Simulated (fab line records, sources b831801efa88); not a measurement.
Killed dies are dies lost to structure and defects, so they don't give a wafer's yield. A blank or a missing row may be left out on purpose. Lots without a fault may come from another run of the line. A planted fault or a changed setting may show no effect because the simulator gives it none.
One fault seen from 2 desks | flow sfq_line | each desk has only its own numbers; what lay behind them comes last

THE METROLOGY DESK
What the gauges read, lot by lot, whatever tool the lot ran on: means of the sampled wafers that have a number. A lot is out of limits, marked OUT, if its mean lies more than 4 standard deviations from the usual mean; the brackets give that distance.
Columns: A = I1_BOW at SFQ_I1_BOW_MEAS_912, usual 1 um; B = I1_OVL at SFQ_I1_OVL_MEAS_913, usual 4 nm
lot  | first seen here | A  | B
L828 | day 18 12:40    | -2 | 3
L831 | day 18 21:04    | 7  | 9
L833 | day 19 05:17    | 7  | 5
L837 | day 19 13:32    | 4  | 5
L841 | day 20 00:44    | 2  | 5
L842 | day 20 09:40    | 1  | 6
This desk's finding: nothing out of limits on any of the 6 lots.

THE TOOL OWNER'S DESK: rie_diel-04
The tool's own readings at SFQ_TRILAYER_I1_VIA_BARC_OPEN_VIA_ETCH_071 (etches BARC in O2, target depth 125 nm, time 41.7 s): means of the sampled wafers that have a number, for each lot that ran on this tool. A lot is out of limits, marked OUT, if its mean lies more than 4 standard deviations from the usual mean; the brackets give that distance.
Columns: A = drypump_motor_current_A at SFQ_TRILAYER_I1_VIA_BARC_OPEN_VIA_ETCH_071, usual 5.7 A; B = oes_product_au at SFQ_TRILAYER_I1_VIA_BARC_OPEN_VIA_ETCH_071, usual 0.685 a.u.; C = rf_fwd_power_W at SFQ_TRILAYER_I1_VIA_BARC_OPEN_VIA_ETCH_071, usual 494.5 W; D = run_length_s at SFQ_TRILAYER_I1_VIA_BARC_OPEN_VIA_ETCH_071, usual 70.3 s
lot  | first seen here | A   | B                | C     | D
L831 | day 25 16:33    | 5.7 | 0.690            | 494.8 | 70.3
L833 | day 25 23:45    | 5.9 | 0.686            | 494.2 | 70.1
L837 | day 26 05:45    | 5.7 | 0.706 (+4.4) OUT | 495.0 | 69.0
L841 | day 26 10:34    | 5.8 | 0.719 (+7.2) OUT | 492.1 | 68.1 (-5.0) OUT
This desk's finding: out of limits on L837, L841; first on L837, day 26 05:45 (oes_product_au at SFQ_TRILAYER_I1_VIA_BARC_OPEN_VIA_ETCH_071). In limits: L831, L833.

PUT TOGETHER
The tool owner's desk could have raised an alarm at day 26 05:45, on L837, L841.
The metrology desk saw nothing out of limits.
The metrology desk has L837, L841 on record, within its limits.
Of the lots named, all ran SFQ_TRILAYER_I1_VIA_BARC_OPEN_VIA_ETCH_071 on rie_diel-04.

WHAT THE SIMULATOR HAD PUT IN
Process parameter drift: rie_diel-04, from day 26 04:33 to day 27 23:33, at SFQ_TRILAYER_I1_VIA_BARC_OPEN_VIA_ETCH_071. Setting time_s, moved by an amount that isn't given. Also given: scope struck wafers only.
Lots struck among those shown: L837, L841.
Hours from the fault's start to each desk's first reading out of limits: the tool owner's desk, 1.
